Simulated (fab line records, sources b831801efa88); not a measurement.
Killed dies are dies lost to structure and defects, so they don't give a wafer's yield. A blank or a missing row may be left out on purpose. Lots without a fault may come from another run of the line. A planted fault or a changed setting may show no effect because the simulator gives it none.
fab line records | flow sky130
record lots=15 wafers=45 last_day=50
route steps=708 shown CONTACT@425 PAD_OPEN@708
lots that met no fault: from a run of the same line without faults
start_h: hours from the record's first day to the start of the lot's first wafer shown | wait_h: hours since the lot's step before | " the same as in the row above | L1.1+2: a row that stands for several wafers | - no value, or no start given | * or withheld: withheld | < > ~ a bound
route shown NAME@n: a module of which the file shows steps, and the number in the route of the first | usual: mean/standard deviation of fault-free wafers | same: alike in all rows | chamber/n: place in a boat | sites: the reading at each site | _std_site: their standard deviation | _edge_site: outer sites' mean less inner sites' | radius_mm: how far each site lies from the wafer's centre | mask NAME#n: copy n | behind: the tool/chamber that last shaped the wafer | hold: why the lot was held/for how many hours/how that ended | device: the transistor (n, p or np) that didn't switch | end of line: the same wafers' tests at the end of the route | a step without rows: its recipe alone | killed: dies lost to structure and defects at the first sort, not the wafer's yield | map: a wafer's dies, x killed, . not, _ none there
set.NAME: the setting as run; set.NAME@STEP: as run at that earlier step | model.NAME: the simulator's own value behind a step, which no gauge read
steps of the route over a sample of lots; a table a step, a row a wafer
services: from which hour (start_h, from the record's first day; less than 0 if before it) a tool's chamber was out of use, for how many hours, and why
## steps
# step SKY_CONTACT_STRIP_19
# recipe chemistry=O2/N2 power_w=1400 pressure_mtorr=1500 platen_temp_c=withheld o2_flow_sccm=3000 n2_flow_sccm=300 overash_fraction=0.5
# usual chamber_pressure_mTorr=1500.1/1.2 drypump_motor_current_A=5.9/0.47 oes_product_au=0.381/0.0049 strip_time_to_endpoint_s=3.626/0.026
# columns lot.wafer tool chamber start_h wait_h chamber_pressure_mTorr drypump_motor_current_A oes_product_au rf_hours_counter_h strip_time_to_endpoint_s
L974.3 plasma_asher-04 1 744.23 - 1501.2 5.7 0.374 - 3.608
L974.4 " 0 " " 1500.8 5.4 0.375 - 3.617
L974.5 " 1 " " 1500.0 5.6 0.375 - 3.598
L976.1 plasma_asher-01 1 769.31 - 1500.8 5.3 0.386 99 3.634
L976.4 " 1 " " 1499.4 5.3 0.384 - 3.630
L976.6 " 1 " " 1500.4 5.3 0.389 - 3.629
L978.3 plasma_asher-02 0 783.63 - 1499.8 6.0 0.379 - 3.632
L978.4 " 1 " " 1500.2 5.8 0.378 - 3.647
L978.6 " 0 " " 1500.7 6.0 0.384 - 3.629
L979.1 plasma_asher-01 0 792.95 - 1502.1 6.6 0.383 101 3.675
L979.4 " 0 " " 1498.9 6.6 0.384 - 3.678
L979.5 " 1 " " 1501.2 5.3 0.391 - 3.647
L981.1 plasma_asher-01 0 796.30 - 1500.6 6.6 0.383 101 3.589
L981.2 " 1 " " 1500.3 5.3 0.377 101 3.608
L981.3 " 1 " " 1499.8 5.3 0.379 - 3.607
L983.2 plasma_asher-02 0 883.19 - 1502.1 6.0 0.377 14 3.611
L983.3 " 0 " " 1500.7 6.0 0.380 - 3.612
L983.4 " 1 " " 1501.3 5.8 0.379 - 3.636
L984.1 plasma_asher-01 0 883.68 - - - - - -
L984.3 " 1 " " - - - - -
L984.4 " 0 " " - - - - -
L985.3 plasma_asher-02 1 884.14 - - - - - -
L985.4 " 0 " " - - - - -
L985.6 " 0 " " - - - - -
L988.2 plasma_asher-01 1 884.40 - - - - - -
L988.3 " 1 " " - - - - -
L988.6 " 1 " " - - - - -
L987.1 plasma_asher-01 1 885.70 - 1498.7 5.3 0.379 110 3.602
L987.4 " 1 " " 1499.0 5.3 0.385 - 3.586
L987.5 " 1 " " 1497.8 5.3 0.374 - 3.613
L991.1 plasma_asher-01 0 886.47 - 1498.7 6.6 0.387 110 3.582
L991.3 " 0 " " 1496.9 6.6 0.377 - 3.619
L991.6 " 0 " " 1497.9 6.6 0.388 - 3.579
L990.1 plasma_asher-02 0 886.81 - 1501.1 6.0 0.385 14 3.621
L990.2 " 1 " " 1500.8 5.8 0.382 14 3.624
L990.4 " 1 " " 1498.3 5.9 0.379 - 3.657
L993.1 plasma_asher-01 1 890.36 - 1497.9 5.3 0.384 111 3.626
L993.3 " 0 " " 1500.2 6.6 0.387 - 3.624
L993.6 " 1 " " 1501.8 5.3 0.374 - 3.617
L994.3 plasma_asher-04 0 894.79 - 1500.8 5.4 0.386 - 3.609
L994.5 " 1 " " 1499.0 5.7 0.381 - 3.625
L994.6 " 0 " " 1499.5 5.4 0.381 - 3.612
L995.1 plasma_asher-01 0 901.70 - 1499.5 6.6 0.388 112 3.682
L995.4 " 1 " " 1499.9 5.3 0.384 - 3.625
L995.6 " 0 " " 1499.7 6.5 0.384 - 3.672
# step SKY_PAD_OPEN_PROBE_99
# usual killed_at_M0_to_M3=44/7.9 killed_at_M4_up=3.1/1.9 killed_at_contacts=24/4.6 killed_at_front_end=16/4.9 killed_at_other=0.3/0.6 killed_dies=87/9.7 killed_on_rim=17/3.7 killed_open=48/7.2 killed_short=39/5.6
# same gross_dies=492 killed_at_back_side=0
# columns lot.wafer tool chamber start_h wait_h killed_at_M0_to_M3 killed_at_M4_up killed_at_contacts killed_at_front_end killed_at_other killed_dies killed_on_rim killed_open killed_short
L976.1 prober-02 - 1097.03 0.1 50 5 32 16 0 103 19 56 47
L976.4 prober-02 - 1097.18 0.2 65 2 18 11 1 97 22 57 40
L976.6 prober-02 - 1097.28 0.2 63 2 20 17 0 102 17 58 44
L978.3 prober-02 - 1110.48 0.2 39 2 25 14 0 80 20 47 31
L978.4 prober-02 - 1110.53 0.2 37 0 20 16 0 73 17 42 31
L978.6 prober-02 - 1110.63 0.2 41 13 30 14 1 99 17 54 45
L979.1 prober-02 - 1117.44 0.1 38 1 20 11 0 70 15 39 31
L979.4 prober-02 - 1117.59 0.2 28 3 26 29 0 86 20 44 40
L979.5 prober-02 - 1117.64 0.2 34 3 24 18 0 79 21 45 33
L981.1 prober-01 - 1118.75 0.1 54 2 25 10 0 91 21 56 35
L981.2 prober-01 - 1118.80 0.1 43 4 16 10 1 74 14 42 31
L981.3 prober-01 - 1118.85 0.2 50 4 21 21 0 96 17 54 41
L983.2 prober-01 - 1180.94 0.1 46 2 17 26 1 92 19 51 40
L983.3 prober-01 - 1180.99 0.2 48 4 31 20 2 105 22 67 37
L983.4 prober-01 - 1181.04 0.2 45 5 25 23 1 99 19 55 43
L984.1 prober-02 - 1184.29 0.1 42 2 424 22 2 492 96 51 45
L984.3 prober-02 - 1184.39 0.2 45 3 424 20 0 492 96 54 42
L984.4 prober-02 - 1184.44 0.2 36 4 438 14 0 492 96 43 35
L985.3 prober-01 - 1184.61 0.2 31 3 437 21 0 492 96 50 32
L985.4 prober-01 - 1184.66 0.2 49 3 417 23 0 492 96 50 44
L985.6 prober-01 - 1184.76 0.2 41 1 426 22 2 492 96 57 39
L988.2 prober-02 - 1185.84 0.1 30 1 444 16 1 492 96 39 36
L988.3 prober-02 - 1185.89 0.2 47 5 426 14 0 492 96 52 41
L988.6 prober-02 - 1186.04 0.2 55 0 420 17 0 492 96 55 49
L987.1 prober-01 - 1186.24 0.1 32 4 20 14 0 70 16 37 33
L987.4 prober-01 - 1186.39 0.2 46 3 19 16 0 84 17 48 36
L987.5 prober-01 - 1186.44 0.2 54 3 24 19 0 100 22 53 47
# killed by level:class
L976.1 LI_CONTACT:geometric_particle:open=12 VIA2:geometric_particle:open=9 VIA1:geometric_particle:open=9 CONTACT:geometric_particle:open=9 METAL2:geometric_particle:short=7 METAL1:geometric_particle:short=6 FIELD_ISO:geometric_particle:short=5 FIELD_ISO:geometric_particle:open=5
L976.4 VIA1:geometric_particle:open=24 METAL2:geometric_particle:short=8 VIA2:geometric_particle:open=8 VIA1:geometric_particle:short=7 LI_CONTACT:geometric_particle:open=6 CONTACT:geometric_particle:short=5 VIA3:geometric_particle:open=5 POLY_GATE:geometric_particle:open=4
L976.6 VIA1:geometric_particle:open=20 VIA2:geometric_particle:open=10 VIA1:geometric_particle:short=8 LI_CONTACT:geometric_particle:open=7 VIA3:geometric_particle:open=7 METAL2:geometric_particle:short=6 FIELD_ISO:geometric_particle:short=5 FIELD_ISO:geometric_particle:open=4
L978.3 VIA1:geometric_particle:open=14 CONTACT:geometric_particle:open=10 FIELD_ISO:geometric_particle:short=6 LI_CONTACT:geometric_particle:open=5 LOCAL_INTERCONNECT:geometric_particle:short=5 CONTACT:geometric_particle:short=5 VIA3:geometric_particle:open=5 VIA1:geometric_particle:short=4
L978.4 VIA1:geometric_particle:open=10 POLY_GATE:geometric_particle:open=6 LI_CONTACT:geometric_particle:open=6 VIA3:geometric_particle:open=6 VIA1:geometric_particle:short=5 FIELD_ISO:geometric_particle:open=4 LOCAL_INTERCONNECT:geometric_particle:short=4 CONTACT:geometric_particle:open=4
L978.6 CONTACT:geometric_particle:open=14 METAL4:geometric_particle:short=10 VIA1:geometric_particle:open=9 CONTACT:geometric_particle:short=7 VIA3:geometric_particle:open=7 LI_CONTACT:geometric_particle:open=6 METAL2:geometric_particle:short=5 VIA3:geometric_particle:short=5
L979.1 VIA3:geometric_particle:open=8 LI_CONTACT:geometric_particle:open=8 CONTACT:geometric_particle:open=7 METAL1:geometric_particle:short=6 POLY_GATE:geometric_particle:short=5 VIA2:geometric_particle:open=5 VIA1:geometric_particle:open=4 METAL3:geometric_particle:short=4
L979.4 FIELD_ISO:geometric_particle:short=10 CONTACT:geometric_particle:open=10 POLY_GATE:geometric_particle:short=6 POLY_GATE:geometric_particle:open=6 VIA3:geometric_particle:open=6 LI_CONTACT:geometric_particle:open=5 METAL2:geometric_particle:short=5 VIA1:geometric_particle:open=5
L979.5 CONTACT:geometric_particle:open=9 VIA2:geometric_particle:open=7 CONTACT:geometric_particle:short=7 VIA3:geometric_particle:open=7 FIELD_ISO:geometric_particle:open=6 VIA1:geometric_particle:open=6 LI_CONTACT:geometric_particle:open=5 FIELD_ISO:geometric_particle:short=4
L981.1 VIA1:geometric_particle:open=14 LI_CONTACT:geometric_particle:open=9 CONTACT:geometric_particle:open=9 VIA2:geometric_particle:open=9 METAL2:geometric_particle:short=8 POLY_GATE:geometric_particle:short=5 CONTACT:geometric_particle:short=5 METAL1:geometric_particle:short=5
L981.2 VIA1:geometric_particle:open=11 VIA3:geometric_particle:open=7 CONTACT:geometric_particle:open=6 VIA1:geometric_particle:short=6 LOCAL_INTERCONNECT:geometric_particle:short=4 METAL2:geometric_particle:short=4 POLY_GATE:geometric_particle:open=3 LI_CONTACT:geometric_particle:open=3
L981.3 VIA1:geometric_particle:open=18 LI_CONTACT:geometric_particle:open=8 CONTACT:geometric_particle:open=7 VIA2:geometric_particle:open=7 POLY_GATE:geometric_particle:short=6 FIELD_ISO:geometric_particle:short=5 VIA3:geometric_particle:open=5 METAL2:geometric_particle:short=5
L983.2 VIA1:geometric_particle:open=14 VIA3:geometric_particle:open=10 FIELD_ISO:geometric_particle:short=7 POLY_GATE:geometric_particle:open=6 POLY_GATE:geometric_particle:short=6 CONTACT:geometric_particle:open=6 VIA1:geometric_particle:short=5 VIA2:geometric_particle:open=5
L983.3 CONTACT:geometric_particle:open=13 VIA3:geometric_particle:open=11 VIA2:geometric_particle:open=9 LI_CONTACT:geometric_particle:open=8 VIA1:geometric_particle:open=8 VIA1:geometric_particle:short=6 POLY_GATE:geometric_particle:short=5 CONTACT:geometric_particle:short=5
L983.4 VIA1:geometric_particle:open=10 CONTACT:geometric_particle:open=9 VIA2:geometric_particle:open=9 LI_CONTACT:geometric_particle:open=7 VIA3:geometric_particle:open=7 METAL2:geometric_particle:short=6 POLY_GATE:geometric_particle:open=5 POLY_GATE:geometric_particle:short=5
L984.1 CONTACT:area_sputter=395 VIA1:geometric_particle:open=13 CONTACT:geometric_particle:open=8 LI_CONTACT:geometric_particle:open=7 LI_CONTACT:geometric_particle:short=6 FIELD_ISO:geometric_particle:open=5 FIELD_ISO:geometric_particle:short=5 POLY_GATE:geometric_particle:open=4
L984.3 CONTACT:area_sputter=396 VIA1:geometric_particle:open=10 LI_CONTACT:geometric_particle:open=8 CONTACT:geometric_particle:open=8 POLY_GATE:geometric_particle:open=6 METAL1:geometric_particle:short=6 VIA3:geometric_particle:open=6 VIA2:geometric_particle:open=5
L984.4 CONTACT:area_sputter=414 VIA1:geometric_particle:open=9 CONTACT:geometric_particle:open=8 VIA2:geometric_particle:open=6 FIELD_ISO:geometric_particle:open=5 POLY_GATE:geometric_particle:short=5 LI_CONTACT:geometric_particle:short=5 LI_CONTACT:geometric_particle:open=5
L985.3 CONTACT:area_sputter=410 CONTACT:geometric_particle:open=10 VIA2:geometric_particle:open=9 FIELD_ISO:geometric_particle:short=7 FIELD_ISO:geometric_particle:open=7 LOCAL_INTERCONNECT:geometric_particle:short=6 VIA1:geometric_particle:open=6 POLY_GATE:geometric_particle:open=4
L985.4 CONTACT:area_sputter=398 VIA1:geometric_particle:open=10 CONTACT:geometric_particle:open=9 VIA2:geometric_particle:open=8 FIELD_ISO:geometric_particle:short=7 METAL1:geometric_particle:short=7 VIA3:geometric_particle:open=6 FIELD_ISO:geometric_particle:open=5
L985.6 CONTACT:area_sputter=396 CONTACT:geometric_particle:open=14 POLY_GATE:geometric_particle:open=9 VIA1:geometric_particle:open=8 POLY_GATE:geometric_particle:short=6 LI_CONTACT:geometric_particle:open=6 VIA2:geometric_particle:open=6 VIA3:geometric_particle:open=6
L988.2 CONTACT:area_sputter=416 CONTACT:geometric_particle:open=8 LI_CONTACT:geometric_particle:open=6 CONTACT:geometric_particle:short=6 VIA2:geometric_particle:open=5 METAL3:geometric_particle:short=4 FIELD_ISO:geometric_particle:open=4 LI_CONTACT:geometric_particle:short=4
L988.3 CONTACT:area_sputter=399 CONTACT:geometric_particle:open=12 VIA2:geometric_particle:open=11 VIA1:geometric_particle:open=9 VIA1:geometric_particle:short=8 LI_CONTACT:geometric_particle:open=6 METAL2:geometric_particle:short=5 POLY_GATE:geometric_particle:short=5
L988.6 CONTACT:area_sputter=388 CONTACT:geometric_particle:open=13 VIA1:geometric_particle:open=13 METAL1:geometric_particle:short=9 CONTACT:geometric_particle:short=7 VIA3:geometric_particle:open=7 METAL2:geometric_particle:short=7 LOCAL_INTERCONNECT:geometric_particle:short=6
L987.1 VIA1:geometric_particle:open=9 CONTACT:geometric_particle:open=8 FIELD_ISO:geometric_particle:open=5 CONTACT:geometric_particle:short=5 METAL2:geometric_particle:short=5 FIELD_ISO:geometric_particle:short=4 LI_CONTACT:geometric_particle:open=4 METAL1:geometric_particle:short=4
L987.4 VIA1:geometric_particle:open=10 CONTACT:geometric_particle:open=9 VIA2:geometric_particle:open=7 METAL1:geometric_particle:short=6 VIA1:geometric_particle:short=6 FIELD_ISO:geometric_particle:open=5 LI_CONTACT:geometric_particle:open=4 METAL3:geometric_particle:short=4
L987.5 VIA1:geometric_particle:open=10 VIA3:geometric_particle:open=10 FIELD_ISO:geometric_particle:short=8 LI_CONTACT:geometric_particle:open=8 CONTACT:geometric_particle:open=8 METAL3:geometric_particle:short=6 FIELD_ISO:geometric_particle:open=5 METAL1:geometric_particle:short=4
## services
# columns tool chamber start_h hours kind
plasma_asher-02 - 733.75 9.0 pm
plasma_asher-02 0 733.75 9.0 vent_cycle
plasma_asher-02 1 733.75 9.0 vent_cycle
plasma_asher-02 0 742.75 - clean
plasma_asher-02 1 742.75 - clean
plasma_asher-02 - 897.87 4.4 repair
## key
first_sign step=SKY_CONTACT_STRIP_19 reading=tool_record direction=missing
effect step=SKY_PAD_OPEN_PROBE_99 reading=killed_at_contacts direction=up sigmas=87 usual=24 struck=428
more_kills_born_at SKY_CONTACT_SPUTTER_23@pvd_sputter-03=1205 SKY_CONTACT_SPUTTER_23@pvd_sputter-02=1204 SKY_CONTACT_SPUTTER_23@pvd_sputter-04=1203
met_at SKY_CONTACT_STRIP_19
struck_lots L984,L985,L988
later_rows_left_out L984.1,L984.3,L984.4,L985.3,L985.4,L985.6,L988.2,L988.3,L988.6
tester_left_out L984,L985,L988
onset_between 883.19 883.68
fault kind=skipped_step_whole tool=plasma_asher-01,plasma_asher-02 chamber=- onset_h=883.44 steps=SKY_CONTACT_STRIP_19 scope=struck_lots_only
# tester_left_out: of these lots the tester's yield and bins aren't shown, on N5 and GAA mostly nor the transistor test; their killed dies are dies lost to structure and defects alone, not to doping, threshold or leakage, so they don't give the yield
# later_rows_left_out: the simulator's readings of these wafers behind a module that went badly wrong aren't trusted and aren't shown, but for the sort
